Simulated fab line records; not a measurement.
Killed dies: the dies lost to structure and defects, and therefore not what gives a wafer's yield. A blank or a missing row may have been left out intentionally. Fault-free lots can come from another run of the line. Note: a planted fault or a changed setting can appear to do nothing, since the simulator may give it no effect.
fab line records + flow sky130
[record]
- lots = 6
- wafers = 18
- last_day = 50
route steps=708 shown RES_XHIGH@340 SD_N@342
lots with no fault: from the same line, run without faults
start_h: hours from the record's first day to the start of the lot's first wafer shown + wait_h: hours elapsed since this lot's preceding step + " identical to the entry in the row above + L1.1+2: a single row standing in for several wafers + - no value, or no start was given + * or withheld: withheld + < > ~ a bound
route shown NAME@n: a module of which the file shows steps, and the number in the route of the first + usual: mean/standard deviation of fault-free wafers + same: alike in all rows + chamber/n: place in a boat + sites: per-site readings + _std_site: how widely they spread, as a standard deviation + _edge_site: mean of outer sites minus mean of inner sites + radius_mm: how far each site lies from the wafer's centre + mask NAME#n: copy n + behind: the most recent tool/chamber to have shaped the wafer + hold: cause of the lot's hold/its duration in hours/its outcome + device: whichever transistor did not switch (one of n, p or np) + end of line: at the end of the route, the tests of the same wafers + a step given without rows: its recipe and nothing more + killed: dies lost to structure and defects at the first sort, not the wafer's yield + map: per-die view of a wafer (x killed, . not killed, _ where there is no die)
set.NAME: the run value of the setting; set.NAME@STEP: its run value at that earlier step + model.NAME: the simulator's own value behind a step, which no gauge read
a table for each step, a row for each wafer; lots at some steps of the route
services: when a tool's chamber went out of use (start_h, in hours from the record's first day, below 0 if earlier), for how many hours, and the reason
[[steps]]
[step SKY_RES_XHIGH_STRIP_08]
[recipe]
- chemistry = O2/N2
- power_w = 1400
- pressure_mtorr = 1500
- platen_temp_c = withheld
- o2_flow_sccm = 3000
- n2_flow_sccm = 300
- overash_fraction = 0.5
[usual]
- drypump_motor_current_A = 5.8/0.47
- oes_product_au = 0.711/0.0042
- strip_time_to_endpoint_s = 14.30/0.031
| lot.wafer | tool            | chamber | start_h | wait_h | drypump_motor_current_A | oes_product_au | rf_hours_counter_h | strip_time_to_endpoint_s |
|-----------|-----------------|---------|---------|--------|-------------------------|----------------|--------------------|--------------------------|
| L371.3    | plasma_asher-01 | 0       | 642.95  | 0.1    | 5.5                     | 0.712          | -                  | 14.31                    |
| L371.5    | "               | 1       | "       | "      | 6.2                     | 0.714          | -                  | 14.27                    |
| L371.6    | "               | 0       | "       | "      | 5.4                     | 0.710          | -                  | 14.35                    |
| L375.1    | plasma_asher-01 | 0       | 681.56  | 0.1    | 5.5                     | 0.715          | 94                 | 14.32                    |
| L375.4    | "               | 1       | "       | "      | 6.2                     | 0.716          | -                  | 14.30                    |
| L375.6    | "               | 0       | "       | "      | 5.5                     | 0.708          | -                  | 14.24                    |
| L381.2    | plasma_asher-01 | 1       | 720.35  | 0.1    | 6.3                     | 0.710          | 98                 | 14.29                    |
| L381.5    | "               | 0       | "       | "      | 5.4                     | 0.712          | -                  | 14.27                    |
| L381.6    | "               | 1       | "       | "      | 6.3                     | 0.719          | -                  | 14.31                    |
| L382.4    | plasma_asher-02 | 1       | 739.93  | 0.1    | 6.2                     | 0.711          | -                  | 14.35                    |
| L382.5    | "               | 1       | "       | "      | 6.2                     | 0.715          | -                  | 14.30                    |
| L382.6    | "               | 0       | "       | "      | 6.3                     | 0.715          | -                  | 14.36                    |
| L388.2    | plasma_asher-02 | 0       | 779.00  | 0.1    | 6.3                     | 0.713          | 96                 | 14.28                    |
| L388.4    | "               | 1       | "       | "      | 6.2                     | 0.712          | -                  | 14.26                    |
| L388.5    | "               | 1       | "       | "      | 6.2                     | 0.708          | -                  | 14.26                    |
| L389.2    | plasma_asher-01 | 0       | 784.61  | 0.1    | 5.5                     | 0.708          | 4                  | 14.34                    |
| L389.3    | "               | 0       | "       | "      | 5.5                     | 0.714          | -                  | 14.33                    |
| L389.6    | "               | 0       | "       | "      | 5.5                     | 0.709          | -                  | 14.28                    |
[step SKY_RES_XHIGH_TW_MEAS_09]
[usual]
- RES_XHIGH_TW = 1628/12
| lot.wafer | tool          | chamber | start_h | wait_h | RES_XHIGH_TW |
|-----------|---------------|---------|---------|--------|--------------|
| L371.3    | film_metro-04 | -       | 643.03  | 0.1    | 1622         |
| L371.5    | "             | -       | "       | "      | 1631         |
| L371.6    | "             | -       | "       | "      | 1625         |
| L375.1    | film_metro-01 | -       | 681.66  | 0.1    | 1615         |
| L375.4    | "             | -       | "       | "      | 1606         |
| L375.6    | "             | -       | "       | "      | 1603         |
| L381.2    | film_metro-04 | -       | 720.46  | 0.1    | 1619         |
| L381.5    | "             | -       | "       | "      | 1625         |
| L381.6    | "             | -       | "       | "      | 1600         |
| L382.4    | film_metro-02 | -       | 740.03  | 0.1    | 1647         |
| L382.5    | "             | -       | "       | "      | 1633         |
| L382.6    | "             | -       | "       | "      | 1634         |
| L388.2    | film_metro-02 | -       | 779.11  | 0.1    | 1639         |
| L388.4    | "             | -       | "       | "      | 1637         |
| L388.5    | "             | -       | "       | "      | 1649         |
| L389.2    | film_metro-02 | -       | 784.72  | 0.1    | 1640         |
| L389.3    | "             | -       | "       | "      | 1643         |
| L389.6    | "             | -       | "       | "      | 1643         |
[step SKY_SD_N_DEHYDRATE_00]
[recipe]
- temp_c = 200
- time_s = 60
[step SKY_SD_N_HMDS_01]
[recipe]
- prime_time_s = 60
- prime_temp_c = 120
[step SKY_SD_N_COAT_02]
[recipe]
- resist = NOVOLAK
- spin_rpm = 3000
- resist_thk_nm = 1140
[step SKY_SD_N_SOFTBAKE_03]
[recipe]
- temp_c = 90
- time_s = 60
- resist = NOVOLAK
[step SKY_SD_N_EXPOSE_04]
[recipe]
- mask_id = NSDM
- na = 0.6
- source_shape = conventional
- sigma_outer = 0.6
- polarization = unpolarized
- target_cd_nm = 380
- dose_mj = 141
[step SKY_SD_N_PEB_05]
[recipe]
- temp_c = withheld
- time_s = *
- resist = NOVOLAK
[step SKY_SD_N_DEVELOP_06]
[recipe]
- resist = NOVOLAK
- developer = TMAH
- develop_time_s = 60
- dev_temp_c = 23
[step SKY_SD_N_CD_MEAS_07]
[recipe]
- target_cd_nm = 380
[usual]
- cd_nm = 380.1/2.1
| lot.wafer | tool      | chamber | start_h | wait_h | cd_nm |
|-----------|-----------|---------|---------|--------|-------|
| L371.3    | cd_sem-01 | -       | 670.45  | 0.1    | 381.5 |
| L371.5    | "         | -       | "       | "      | 379.2 |
| L371.6    | "         | -       | "       | "      | 382.4 |
| L375.1    | cd_sem-01 | -       | 709.21  | 0.1    | 382.5 |
| L375.4    | "         | -       | "       | "      | 382.2 |
| L375.6    | "         | -       | "       | "      | 382.1 |
| L381.2    | cd_sem-01 | -       | 748.13  | 0.1    | 379.9 |
| L381.5    | "         | -       | "       | "      | 379.4 |
| L381.6    | "         | -       | "       | "      | 376.6 |
| L382.4    | cd_sem-02 | -       | 766.64  | 0.1    | 378.7 |
| L382.5    | "         | -       | "       | "      | 378.4 |
| L382.6    | "         | -       | "       | "      | 378.2 |
| L388.2    | cd_sem-01 | -       | 805.80  | 0.1    | 379.6 |
| L388.4    | "         | -       | "       | "      | 376.6 |
| L388.5    | "         | -       | "       | "      | 377.6 |
| L389.2    | cd_sem-01 | -       | 810.62  | 0.1    | 382.0 |
| L389.3    | "         | -       | "       | "      | 381.8 |
| L389.6    | "         | -       | "       | "      | 383.3 |
[step SKY_SD_N_OVL_MEAS_08]
[usual]
- SD_N_OVL = 0.1/1.4
| lot.wafer | tool       | chamber | start_h | wait_h | SD_N_OVL[nm] |
|-----------|------------|---------|---------|--------|--------------|
| L371.3    | overlay-01 | -       | 670.54  | 0.1    | -1.3         |
| L371.5    | "          | -       | "       | "      | -1.0         |
| L371.6    | "          | -       | "       | "      | -2.0         |
| L375.1    | overlay-01 | -       | 709.33  | 0.1    | -0.2         |
| L375.4    | "          | -       | "       | "      | 1.3          |
| L375.6    | "          | -       | "       | "      | 1.2          |
| L381.2    | overlay-02 | -       | 748.24  | 0.1    | 0.1          |
| L381.5    | "          | -       | "       | "      | -1.3         |
| L381.6    | "          | -       | "       | "      | -2.7         |
| L382.4    | overlay-01 | -       | 766.72  | 0.1    | 1.1          |
| L382.5    | "          | -       | "       | "      | 0.2          |
| L382.6    | "          | -       | "       | "      | -0.7         |
| L388.2    | overlay-01 | -       | 805.91  | 0.1    | -1.8         |
| L388.4    | "          | -       | "       | "      | -1.6         |
| L388.5    | "          | -       | "       | "      | -0.9         |
| L389.2    | overlay-02 | -       | 810.72  | 0.1    | -0.7         |
| L389.3    | "          | -       | "       | "      | 0.9          |
| L389.6    | "          | -       | "       | "      | -0.4         |
[step SKY_SD_N_IMPLANT_09]
[recipe]
- species = As
- energy_kev = 50
- dose_cm2 = 4e+15
- tilt_deg = 0
[step SKY_SD_N_IMPLANT_10]
[recipe]
- species = P
- energy_kev = 20
- dose_cm2 = 1e+14
- tilt_deg = 0
[usual]
- beam_energy_keV = 20.001/0.0064
- beam_on_s = 10.5/0.95
| lot.wafer | tool         | chamber | start_h | wait_h | beam_energy_keV | beam_on_s |
|-----------|--------------|---------|---------|--------|-----------------|-----------|
| L371.3    | implanter-04 | 0       | 670.77  | 0.1    | 19.991          | 9.8       |
| L371.5    | "            | 0       | "       | "      | 19.989          | 10.0      |
| L371.6    | "            | 0       | "       | "      | 19.995          | 10.0      |
| L375.1    | implanter-04 | 0       | 709.52  | 0.1    | 20.001          | 10.2      |
| L375.4    | "            | 0       | "       | "      | 20.009          | 9.7       |
| L375.6    | "            | 0       | "       | "      | 20.003          | 10.1      |
| L381.2    | implanter-02 | -       | 748.44  | 0.1    | -               | -         |
| L381.5    | "            | -       | "       | "      | -               | -         |
| L381.6    | "            | -       | "       | "      | -               | -         |
| L382.4    | implanter-04 | -       | 766.96  | 0.1    | -               | -         |
| L382.5    | "            | -       | "       | "      | -               | -         |
| L382.6    | "            | -       | "       | "      | -               | -         |
| L388.2    | implanter-04 | 0       | 806.11  | 0.1    | 20.000          | 10.2      |
| L388.4    | "            | 0       | "       | "      | 19.997          | 10.3      |
| L388.5    | "            | 0       | "       | "      | 19.999          | 9.9       |
| L389.2    | implanter-02 | 0       | 810.93  | 0.1    | 20.004          | 12.0      |
| L389.3    | "            | 0       | "       | "      | 20.004          | 12.6      |
| L389.6    | "            | 0       | "       | "      | 20.001          | 12.4      |
[step SKY_SD_N_STRIP_11]
[recipe]
- chemistry = O2/N2
- power_w = 1400
- pressure_mtorr = 1500
- platen_temp_c = withheld
- o2_flow_sccm = 3000
- n2_flow_sccm = 300
- overash_fraction = 0.5
[usual]
- drypump_motor_current_A = 6.1/0.47
- oes_product_au = 0.527/0.0046
- strip_time_to_endpoint_s = 22.55/0.043
| lot.wafer | tool            | chamber | start_h | wait_h | drypump_motor_current_A | oes_product_au | rf_hours_counter_h | strip_time_to_endpoint_s |
|-----------|-----------------|---------|---------|--------|-------------------------|----------------|--------------------|--------------------------|
| L371.3    | plasma_asher-01 | 0       | 670.90  | 0.1    | 5.5                     | 0.532          | -                  | 22.58                    |
| L371.5    | "               | 0       | "       | "      | 5.4                     | 0.529          | -                  | 22.54                    |
| L371.6    | "               | 1       | "       | "      | 6.3                     | 0.528          | -                  | 22.55                    |
| L375.1    | plasma_asher-02 | 0       | 709.67  | 0.1    | 6.2                     | 0.521          | 89                 | 22.57                    |
| L375.4    | "               | 1       | "       | "      | 6.2                     | 0.526          | -                  | 22.53                    |
| L375.6    | "               | 0       | "       | "      | 6.3                     | 0.526          | -                  | 22.55                    |
| L381.2    | plasma_asher-01 | 0       | 748.57  | 0.1    | 5.5                     | 0.527          | 0                  | 22.57                    |
| L381.5    | "               | 1       | "       | "      | 6.2                     | 0.527          | -                  | 22.56                    |
| L381.6    | "               | 0       | "       | "      | 5.5                     | 0.540          | -                  | 22.56                    |
| L382.4    | plasma_asher-01 | 1       | 767.07  | 0.1    | 6.3                     | 0.524          | -                  | 22.48                    |
| L382.5    | "               | 1       | "       | "      | 6.3                     | 0.522          | -                  | 22.44                    |
| L382.6    | "               | 0       | "       | "      | 5.5                     | 0.529          | -                  | 22.44                    |
| L388.2    | plasma_asher-03 | 0       | 806.24  | 0.1    | 5.7                     | 0.531          | 40                 | 22.52                    |
| L388.4    | "               | 1       | "       | "      | 6.8                     | 0.523          | -                  | 22.55                    |
| L388.5    | "               | 1       | "       | "      | 6.8                     | 0.516          | -                  | 22.51                    |
| L389.2    | plasma_asher-01 | 0       | 811.05  | 0.1    | 5.5                     | 0.531          | 6                  | 22.49                    |
| L389.3    | "               | 1       | "       | "      | 6.2                     | 0.525          | -                  | 22.59                    |
| L389.6    | "               | 0       | "       | "      | 5.4                     | 0.532          | -                  | 22.51                    |
[step SKY_SD_N_TW_MEAS_12]
[usual]
- SD_N_TW = 3947/27
| lot.wafer | tool          | chamber | start_h | wait_h | SD_N_TW |
|-----------|---------------|---------|---------|--------|---------|
| L371.3    | film_metro-02 | -       | 670.99  | 0.1    | 4027    |
| L371.5    | "             | -       | "       | "      | 4003    |
| L371.6    | "             | -       | "       | "      | 4004    |
| L375.1    | film_metro-01 | -       | 709.77  | 0.1    | 3927    |
| L375.4    | "             | -       | "       | "      | 3913    |
| L375.6    | "             | -       | "       | "      | 3941    |
| L381.2    | film_metro-01 | -       | 748.68  | 0.1    | 3959    |
| L381.5    | "             | -       | "       | "      | 3941    |
| L381.6    | "             | -       | "       | "      | 3967    |
| L382.4    | film_metro-04 | -       | 767.17  | 0.1    | 3940    |
| L382.5    | "             | -       | "       | "      | 3928    |
| L382.6    | "             | -       | "       | "      | 3951    |
| L388.2    | film_metro-04 | -       | 806.35  | 0.1    | 3927    |
| L388.4    | "             | -       | "       | "      | 3960    |
| L388.5    | "             | -       | "       | "      | 3947    |
| L389.2    | film_metro-02 | -       | 811.16  | 0.1    | 3960    |
| L389.3    | "             | -       | "       | "      | 3958    |
| L389.6    | "             | -       | "       | "      | 3949    |
[step SKY_SD_N_CLEAN_13]
[recipe]
- chemistry = SC1/SC2
- mix = 1:4:20
- temp_c = 70
- time_s = 150
- dry = n2_spin
[step SKY_SD_N_RTA_14]
[recipe]
- temp_c = 1075
- time_s = 2
- idle_temp_c = 650
- ramp_up_c_per_s = 150
- ramp_down_c_per_s = 90
- ambient = N2
[usual]
- lamp_power_pct = 15.74/0.057
- wafer_temp_C_max = 1078.0/1.4
| lot.wafer | tool          | chamber | start_h | wait_h | lamp_power_pct | wafer_temp_C_max |
|-----------|---------------|---------|---------|--------|----------------|------------------|
| L371.3    | rtp_anneal-02 | 0       | 671.15  | 0.0    | 15.76          | 1079.0           |
| L371.5    | "             | 0       | "       | "      | 15.87          | 1079.4           |
| L371.6    | "             | 0       | "       | "      | 15.76          | 1080.9           |
| L375.1    | rtp_anneal-02 | 0       | 709.88  | 0.0    | 15.68          | 1077.3           |
| L375.4    | "             | 0       | "       | "      | 15.64          | 1077.9           |
| L375.6    | "             | 0       | "       | "      | 15.73          | 1078.3           |
| L381.2    | rtp_anneal-02 | 0       | 748.79  | 0.0    | 15.72          | 1077.6           |
| L381.5    | "             | 0       | "       | "      | 15.73          | 1077.2           |
| L381.6    | "             | 0       | "       | "      | 15.86          | 1080.3           |
| L382.4    | rtp_anneal-01 | 0       | 767.27  | 0.0    | 15.62          | 1079.2           |
| L382.5    | "             | 0       | "       | "      | 15.85          | 1078.6           |
| L382.6    | "             | 0       | "       | "      | 15.71          | 1078.6           |
| L388.2    | rtp_anneal-01 | 0       | 806.46  | 0.0    | 15.79          | 1078.6           |
| L388.4    | "             | 0       | "       | "      | 15.70          | 1075.9           |
| L388.5    | "             | 0       | "       | "      | 15.72          | 1077.2           |
| L389.2    | rtp_anneal-02 | 0       | 811.27  | 0.0    | 15.78          | 1077.7           |
| L389.3    | "             | 0       | "       | "      | 15.78          | 1082.3           |
| L389.6    | "             | 0       | "       | "      | 15.77          | 1078.1           |
[step SKY_SD_N_RS_MEAS_16]
[recipe]
- thk_meas_gauge = four-point-probe
[usual]
- SD_N_RS = 68.60/0.11
| lot.wafer | tool          | chamber | start_h | wait_h | SD_N_RS[ohm/sq] |
|-----------|---------------|---------|---------|--------|-----------------|
| L371.3    | film_metro-04 | -       | 671.34  | 0.1    | 68.90           |
| L371.5    | "             | -       | "       | "      | 68.62           |
| L371.6    | "             | -       | "       | "      | 68.62           |
| L375.1    | film_metro-04 | -       | 710.06  | 0.1    | 68.49           |
| L375.4    | "             | -       | "       | "      | 68.64           |
| L375.6    | "             | -       | "       | "      | 68.61           |
| L381.2    | film_metro-04 | -       | 748.97  | 0.1    | 70.71           |
| L381.5    | "             | -       | "       | "      | 70.76           |
| L381.6    | "             | -       | "       | "      | 70.84           |
| L382.4    | film_metro-04 | -       | 767.48  | 0.1    | 70.73           |
| L382.5    | "             | -       | "       | "      | 70.58           |
| L382.6    | "             | -       | "       | "      | 70.68           |
| L388.2    | film_metro-02 | -       | 806.64  | 0.1    | 68.67           |
| L388.4    | "             | -       | "       | "      | 68.53           |
| L388.5    | "             | -       | "       | "      | 68.35           |
| L389.2    | film_metro-01 | -       | 811.46  | 0.1    | 68.76           |
| L389.3    | "             | -       | "       | "      | 68.63           |
| L389.6    | "             | -       | "       | "      | 68.79           |
[[services]]
| tool            | chamber | start_h | hours | kind       |
|-----------------|---------|---------|-------|------------|
| implanter-02    | -       | 621.27  | 17.6  | pm         |
| rtp_anneal-02   | -       | 633.47  | 0.8   | pm         |
| plasma_asher-02 | -       | 675.19  | 1.7   | repair     |
| implanter-02    | -       | 708.59  | 2.1   | repair     |
| plasma_asher-03 | -       | 717.15  | 5.1   | repair     |
| plasma_asher-01 | -       | 733.75  | 9.0   | pm         |
| plasma_asher-01 | 0       | 733.75  | 9.0   | vent_cycle |
| plasma_asher-01 | 1       | 733.75  | 9.0   | vent_cycle |
| rtp_anneal-01   | -       | 741.37  | 3.2   | pm         |
| plasma_asher-01 | 0       | 742.75  | -     | clean      |
| plasma_asher-01 | 1       | 742.75  | -     | clean      |
| implanter-04    | -       | 763.38  | 1.9   | repair     |
| plasma_asher-01 | -       | 769.37  | 1.4   | repair     |
| plasma_asher-03 | -       | 792.98  | 1.7   | repair     |
[[key]]
[first_sign]
- step = SKY_SD_N_IMPLANT_10
- reading = tool_record
- direction = missing
[effect]
- step = SKY_SD_N_RS_MEAS_16
- reading = SD_N_RS
- direction = up
- sigmas = 19
- usual = 68.60
- struck = 70.72
met_at SKY_SD_N_IMPLANT_10
struck_wafers L381.2,L381.5,L381.6,L382.4,L382.5,L382.6
later_rows_left_out L381.2,L381.5,L381.6,L382.4,L382.5,L382.6
sort_left_out L381.2,L381.5,L381.6,L382.4,L382.5,L382.6
tester_left_out L381,L382
onset_between 709.52 748.44
[fault]
- kind = skipped_step_whole
- tool = implanter-02,implanter-04
- chamber = -
- onset_h = 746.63
- steps = SKY_SD_N_IMPLANT_10
- scope = struck_lots_only
// tester_left_out: of these lots the tester's yield and bins aren't shown, on N5 and GAA mostly nor the transistor test; their killed dies are dies lost to structure and defects alone, not to doping, threshold or leakage, so they don't give the yield
// sort_left_out: the simulated sort isn't trusted on such a fault, so these wafers' sort isn't shown, and their yield isn't known
// later_rows_left_out: the simulator's readings of these wafers behind a module that went badly wrong aren't trusted and aren't shown, but for the sort
